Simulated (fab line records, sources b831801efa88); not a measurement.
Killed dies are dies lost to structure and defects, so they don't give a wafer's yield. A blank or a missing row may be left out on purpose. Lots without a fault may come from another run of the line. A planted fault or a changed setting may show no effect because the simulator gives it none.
Which tool did it? | flow sky130 | 14 lots, 42 wafers sampled, at 5 steps of a route of 708

WHAT THE GAUGES READ, wafer by wafer
SKY_METAL2_RS_MEAS_05: measures by four-point-probe.
lot  | measured     | on            | METAL2_ALCU_RS (ohm/sq)
L110 | day 34 08:49 | film_metro-03 | 0.1297 0.1293 0.1265
L111 | day 34 11:02 | film_metro-02 | 0.1247 0.1267 0.1263
L113 | day 35 08:04 | film_metro-01 | 0.1263 0.1255 0.1267
L114 | day 35 10:52 | film_metro-03 | 0.1284 0.1306 0.1287
L115 | day 36 11:02 | film_metro-02 | 0.1255 0.1259 0.1271
L116 | day 36 14:43 | film_metro-01 | 0.1293 0.1267 0.1301
L119 | day 37 09:21 | film_metro-03 | 0.1302 0.1285 0.1317
L120 | day 37 13:32 | film_metro-01 | 0.1248 0.1245 0.1265
L124 | day 38 21:45 | film_metro-03 | 0.1254 0.1262 0.1280
L125 | day 38 22:19 | film_metro-02 | 8.6750 8.6674 8.7029
L126 | day 38 22:49 | film_metro-02 | 8.6594 8.6847 8.7484
L130 | day 40 08:49 | film_metro-03 | 0.1302 0.1299 0.1260
L131 | day 40 20:33 | film_metro-03 | 0.1269 0.1310 0.1264
L133 | day 41 05:57 | film_metro-01 | 0.1288 0.1263 0.1265

SKY_METAL2_THK_MEAS_06: measures by xrf.
lot  | measured     | on            | METAL2_ALCU_THK (nm)
L110 | day 34 08:55 | film_metro-03 | 242 243 248
L111 | day 34 11:08 | film_metro-02 | 253 252 252
L113 | day 35 08:11 | film_metro-01 | 249 251 247
L114 | day 35 10:59 | film_metro-03 | 247 242 245
L115 | day 36 11:08 | film_metro-02 | 249 248 247
L116 | day 36 14:50 | film_metro-01 | 242 251 244
L119 | day 37 09:28 | film_metro-03 | 241 244 238
L120 | day 37 13:38 | film_metro-01 | 251 252 246
L124 | day 38 21:52 | film_metro-03 | 250 248 243
L125 | day 38 22:26 | film_metro-02 | <0 <0 <0
L126 | day 38 22:54 | film_metro-02 | <0 <0 <0
L130 | day 40 08:55 | film_metro-03 | 242 242 251
L131 | day 40 20:40 | film_metro-03 | 250 241 250
L133 | day 41 06:04 | film_metro-01 | 243 250 250

WHICH TOOL RAN EACH LOT (tool, then ch and the chambers of the sampled wafers, then the start)
lot  | SKY_METAL1_SPUTTER_01        | SKY_METAL1_SPUTTER_04        | SKY_METAL2_SPUTTER_02
L110 | pvd_sputter-01, day 32 00:03 | pvd_sputter-01, day 32 00:07 | pvd_sputter-01, day 34 08:42
L111 | pvd_sputter-01, day 32 02:30 | pvd_sputter-01, day 32 02:34 | pvd_sputter-02, day 34 10:55
L113 | pvd_sputter-04, day 32 23:41 | pvd_sputter-04, day 32 23:44 | pvd_sputter-03, day 35 07:57
L114 | pvd_sputter-01, day 33 03:11 | pvd_sputter-01, day 33 03:16 | pvd_sputter-03, day 35 10:46
L115 | pvd_sputter-04, day 34 02:54 | pvd_sputter-04, day 34 02:58 | pvd_sputter-03, day 36 10:54
L116 | pvd_sputter-03, day 34 05:23 | pvd_sputter-03, day 34 05:27 | pvd_sputter-01, day 36 14:37
L119 | pvd_sputter-03, day 35 01:40 | pvd_sputter-03, day 35 01:44 | pvd_sputter-01, day 37 09:15
L120 | pvd_sputter-01, day 35 05:35 | pvd_sputter-01, day 35 05:39 | pvd_sputter-03, day 37 13:23
L124 | pvd_sputter-03, day 36 14:27 | pvd_sputter-03, day 36 14:31 | pvd_sputter-03, day 38 21:38
L125 | pvd_sputter-03, day 36 15:13 | pvd_sputter-03, day 36 15:17 | pvd_sputter-01, day 38 22:13
L126 | pvd_sputter-01, day 36 15:39 | pvd_sputter-01, day 36 15:43 | pvd_sputter-03, day 38 22:40
L130 | pvd_sputter-01, day 38 03:11 | pvd_sputter-01, day 38 03:16 | pvd_sputter-02, day 40 08:42
L131 | pvd_sputter-03, day 38 14:19 | pvd_sputter-03, day 38 14:23 | pvd_sputter-01, day 40 20:26
L133 | pvd_sputter-04, day 39 00:08 | pvd_sputter-04, day 39 00:13 | pvd_sputter-03, day 41 05:52
- SKY_METAL1_SPUTTER_01: material TiN, target thk 20 nm, time 16.7 s.
- SKY_METAL1_SPUTTER_04: material TiN, target thk 70 nm, time 58.3 s.
- SKY_METAL2_SPUTTER_02: material AlCu, target thk 250 nm, time 13.3 s.

WHAT THE TOOLS THEMSELVES READ (means of the sampled wafers that have a number; where no wafer has one, the mark that the record gives instead)
SKY_METAL1_SPUTTER_01.
lot  | tool           | cathode_dc_power_W (W) | chamber_pressure_pa (Pa) | throttle_valve_pct (%)
L110 | pvd_sputter-01 | 6500.6                 | 0.4004                   | 31.0
L111 | pvd_sputter-01 | 6499.7                 | 0.3997                   | 30.4
L113 | pvd_sputter-04 | 6501.2                 | 0.4005                   | 30.5
L114 | pvd_sputter-01 | 6499.2                 | 0.4005                   | 29.8
L115 | pvd_sputter-04 | 6499.0                 | 0.4006                   | 30.8
L116 | pvd_sputter-03 | 6500.6                 | 0.4010                   | 28.8
L119 | pvd_sputter-03 | 6499.4                 | 0.3994                   | 29.3
L120 | pvd_sputter-01 | 6500.0                 | 0.4005                   | 29.9
L124 | pvd_sputter-03 | 6499.7                 | 0.4003                   | 29.2
L125 | pvd_sputter-03 | 6500.7                 | 0.3997                   | 29.5
L126 | pvd_sputter-01 | 6499.6                 | 0.4000                   | 31.1
L130 | pvd_sputter-01 | 6500.3                 | 0.3999                   | 30.4
L131 | pvd_sputter-03 | 6499.6                 | 0.4001                   | 29.5
L133 | pvd_sputter-04 | 6500.1                 | 0.4004                   | 30.4

SKY_METAL1_SPUTTER_04.
lot  | tool           | cathode_dc_power_W (W) | chamber_pressure_pa (Pa) | throttle_valve_pct (%)
L110 | pvd_sputter-01 | 6498.4                 | 0.4001                   | 31.0
L111 | pvd_sputter-01 | 6499.2                 | 0.4003                   | 30.3
L113 | pvd_sputter-04 | 6499.0                 | 0.4006                   | 30.4
L114 | pvd_sputter-01 | 6499.4                 | 0.3999                   | 29.7
L115 | pvd_sputter-04 | 6500.0                 | 0.3998                   | 30.6
L116 | pvd_sputter-03 | 6500.3                 | 0.4008                   | 28.6
L119 | pvd_sputter-03 | 6500.2                 | 0.3998                   | 29.3
L120 | pvd_sputter-01 | 6500.7                 | 0.4000                   | 29.6
L124 | pvd_sputter-03 | 6500.3                 | 0.4000                   | 29.3
L125 | pvd_sputter-03 | 6500.4                 | 0.3998                   | 29.5
L126 | pvd_sputter-01 | 6500.7                 | 0.3995                   | 31.2
L130 | pvd_sputter-01 | 6499.4                 | 0.4005                   | 30.4
L131 | pvd_sputter-03 | 6499.5                 | 0.4000                   | 29.4
L133 | pvd_sputter-04 | 6500.4                 | 0.4001                   | 30.4

SKY_METAL2_SPUTTER_02.
lot  | tool           | cathode_dc_power_W (W) | chamber_pressure_pa (Pa) | throttle_valve_pct (%)
L110 | pvd_sputter-01 | 10600                  | 0.4009                   | 30.0
L111 | pvd_sputter-02 | 10601                  | 0.3999                   | 29.6
L113 | pvd_sputter-03 | 10602                  | 0.3999                   | 28.4
L114 | pvd_sputter-03 | 10599                  | 0.3998                   | 28.9
L115 | pvd_sputter-03 | 10600                  | 0.4011                   | 29.0
L116 | pvd_sputter-01 | 10601                  | 0.4008                   | 29.2
L119 | pvd_sputter-01 | 10598                  | 0.3996                   | 30.4
L120 | pvd_sputter-03 | 10601                  | 0.3996                   | 29.5
L124 | pvd_sputter-03 | 10600                  | 0.4007                   | 28.9
L125 | pvd_sputter-01 | -                      | -                        | -
L126 | pvd_sputter-03 | -                      | -                        | -
L130 | pvd_sputter-02 | 10598                  | 0.4000                   | 29.5
L131 | pvd_sputter-01 | 10601                  | 0.3998                   | 29.9
L133 | pvd_sputter-03 | 10599                  | 0.3998                   | 29.3

THE ANSWER, worked out from the rows above alone
Rule: what is usual is taken from the lots themselves. Put in order of their means at a reading, lots are off if they are a third of the lots or fewer, leave a main group of 4 or more, and stand apart from it by a gap of 3 or more times the standard deviation of the main group's means; of several such gaps the widest counts. A main group whose means are all the same, to the digits that the tables above print for the reading, isn't used. A lot without any number at a reading at which 4 lots or more have one is off too. The other lots that the step has rows for count as sound. The gauges are gone through in route order, then the tools' own readings, and for those a lot's mean is taken as printed above. The first step at which some lot is off is used, and at that step the reading that is off furthest; a lot without a number counts as furthest.
Off: L125, L126, at SKY_METAL2_RS_MEAS_05 (METAL2_ALCU_RS). The main group: mean 0.1275 ohm/sq, standard deviation 0.0015.
A tool fits if, at a process step before that reading, it ran every lot that is off, and no sound lot after the first of them. The gauges at SKY_METAL2_RS_MEAS_05 aren't tried: what is off there is off at SKY_METAL2_SPUTTER_02 too, on other tools, and a gauge's error can't cause that. None of those tried fits.

WHAT THE SIMULATOR HAD PUT IN
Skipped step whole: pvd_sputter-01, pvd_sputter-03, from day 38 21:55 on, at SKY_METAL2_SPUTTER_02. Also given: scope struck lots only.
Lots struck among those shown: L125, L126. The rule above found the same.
